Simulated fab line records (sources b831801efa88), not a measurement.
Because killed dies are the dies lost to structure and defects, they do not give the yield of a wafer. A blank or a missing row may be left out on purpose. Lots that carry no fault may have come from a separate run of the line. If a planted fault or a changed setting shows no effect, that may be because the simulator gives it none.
Problem report, 8D (eight disciplines) form, completed by code    flow gf180mcu    the parts of the form that need people (team, actions taken, sign-off) are left out

## 1. PROBLEM STATEMENT
Wafers free of any fault read 0.324 ohm/sq (standard deviation 0.0031) for V4_W_RS at GF_V4_RS_MEAS_24, against a mean of 0.368 ohm/sq on 9 wafers of 3 lots. Relative to the usual mean, that is a shift of +14 standard deviations.
The step: measures by four-point-probe.
Earliest sighting: wafer L236.1 on film_metro-03 at day 26 17:01. The record has a number at this step for 33 wafers belonging to 11 lots. The rule behind "out" and "out of limits": a value lying over 4 standard deviations away from the usual mean. Any other wafer with a number is counted as sound.

## 2. WHAT IT IS AND WHAT IT IS NOT
question                     is                            is not
which readings at this step  V4_W_RS                       -
which lots                   L234, L236, L237              L231, L243, L246, L247, L248, L249, L250, L252
which wafers of those lots   all that have a number        -
read on which gauges         film_metro-02, film_metro-03  film_metro-01
when                         from day 26 17:01             up to then (3 sound wafers); but 21 sound wafers of L243, L246, L247, L248, L249, L250, L252 came after

## 3. WHAT RULES OUT EACH SUSPECT
Counting: a tool stays on the suspect list if, at a process step up to the reading, it processed all lots that are out and no sound lot following the first of them.
- the gauge at GF_V4_RS_MEAS_24: ruled out. Those wafers that are out were read across 2 gauges (film_metro-02, film_metro-03).
- cvd_w-02 at GF_V4_CVD_23 (deposits W, target thk 350 nm, time 104.9 s): ruled out as a lasting fault. Sound lots L243, L247, L249, L252 ran on it after its first lot that is out, L236 (day 26 16:50).
Left after counting: nothing in the record.

## 4. THE CAUSE (what the simulator had put in)
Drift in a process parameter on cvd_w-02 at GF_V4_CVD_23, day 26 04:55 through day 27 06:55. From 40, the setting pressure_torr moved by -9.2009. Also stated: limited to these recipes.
The count ruled it out by mistake, since the rule takes a fault to strike every lot its tool runs from the start of the fault on, and this one did not do so.

## 5. THE EFFECT CHAIN, in route order
One row per reading whose mean, taken over the struck wafers that have a number, lies over 3 standard deviations from the usual. Only readings for which the record gives a usual standard deviation are gone through. hours: the time from each lot's start at the first step in this table that gives one to its start at this step, as a median over the lots. sigmas: the change in usual standard deviations.
hours  step               reading                usual         on struck wafers  change  sigmas
0      GF_V4_CVD_23       chamber_pressure_Torr  40.00 Torr    30.82             -9.18   -99 or more
0      GF_V4_RS_MEAS_24   V4_W_RS                0.324 ohm/sq  0.368             +0.044  +14
0      GF_V4_THK_MEAS_25  V4_W_THK               368 nm        324               -44     -10
0      GF_V4_CMP_26       time_to_endpoint_s     84 s          73                -11     -3.4
Its process steps:
- GF_V4_CVD_23: deposits W, target thk 350 nm, time 104.9 s.
- GF_V4_CMP_26: polishes, stops on SiO2, t overpolish 15 s, target thk 0 nm.

## 6. WHAT WOULD HAVE CAUGHT IT SOONER
The first out-of-limits reading at a measuring or inspecting step in this record came at day 26 17:01, 12 hours after the fault's start at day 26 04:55.
The tool's own readings at GF_V4_CVD_23 were out on every struck wafer that the step has a row for (chamber_pressure_Torr): an alarm limit on them would have fired on the first of those.
